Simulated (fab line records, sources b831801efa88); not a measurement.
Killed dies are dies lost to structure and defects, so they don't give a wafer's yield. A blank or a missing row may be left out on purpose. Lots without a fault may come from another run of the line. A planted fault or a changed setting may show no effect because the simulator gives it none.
Problem report in the 8D (eight disciplines) form, filled by code | flow sky130 | the parts of the form that need people (team, actions taken, sign-off) are left out

1. THE PROBLEM
developer_temp_C at SKY_VIA2_DEVELOP_11 reads a mean of 23.05 C on 9 wafers of 3 lots; wafers without a fault read 20.99 C with a standard deviation of 0.097. That is +21 standard deviations from the usual mean.
The step: develop time 60 s.
First seen on wafer L906.2, day 38 17:00, on litho_track-03. The record holds 36 wafers of 12 lots with a number at this step. Rule for "out", or "out of limits": more than 4 standard deviations from the usual mean. The other wafers with a number count as sound.

2. WHAT IT IS AND WHAT IT IS NOT
question                    | is                     | is not
which readings at this step | developer_temp_C       | resist_line_temp_C
which lots                  | L906, L908, L911       | L898, L899, L901, L903, L914, L917, L919, L920, L921
which wafers of those lots  | all that have a number | -
read on which tools         | litho_track-03         | litho_track-01, litho_track-02
when                        | from day 38 17:00      | up to then (12 sound wafers); but 15 sound wafers of L914, L917, L919, L920, L921 came after

3. SUSPECTS, AND WHAT RULES EACH OUT
Counting: a tool at a process step up to the reading stays a suspect if it ran every lot that is out and no sound lot after the first of them.
- litho_track-03 at SKY_VIA2_DEVELOP_11 (develop time 60 s): kept. It ran every lot that is out, first L906 (day 38 17:00), and no sound lot after that; its last sound lot up to then is L901 (day 36 17:00). Its own readings are out on those wafers: developer_temp_C.
Left after counting: litho_track-03 at SKY_VIA2_DEVELOP_11.

4. THE CAUSE (what the simulator had put in)
Process parameter drift: litho_track-03, from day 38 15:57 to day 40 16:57, at SKY_VIA2_DEVELOP_11. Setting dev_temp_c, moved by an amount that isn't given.
Counting left only this tool.

5. THE CHAIN OF EFFECTS, in route order
Each row: a reading whose mean over the struck wafers that have a number lies more than 3 standard deviations from the usual. Only readings for which the record gives a usual standard deviation are gone through. hours: the time from each lot's start at the first step in this table that gives one to its start at this step, as a median over the lots. sigmas: the change in usual standard deviations.
hours | step                | reading          | usual   | on struck wafers | change | sigmas
0     | SKY_VIA2_DEVELOP_11 | developer_temp_C | 20.99 C | 23.05            | +2.06  | +21
The process steps in it:
- SKY_VIA2_DEVELOP_11: develop time 60 s.
Later measuring or inspecting steps at which every struck wafer that the step has a row for has a number for every such reading, and none has moved that far: SKY_VIA2_OVL_MEAS_13.

6. WHAT WOULD HAVE CAUGHT IT SOONER
In this record the first reading out of limits was taken at day 38 17:00, 1 hour after the fault began at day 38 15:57.
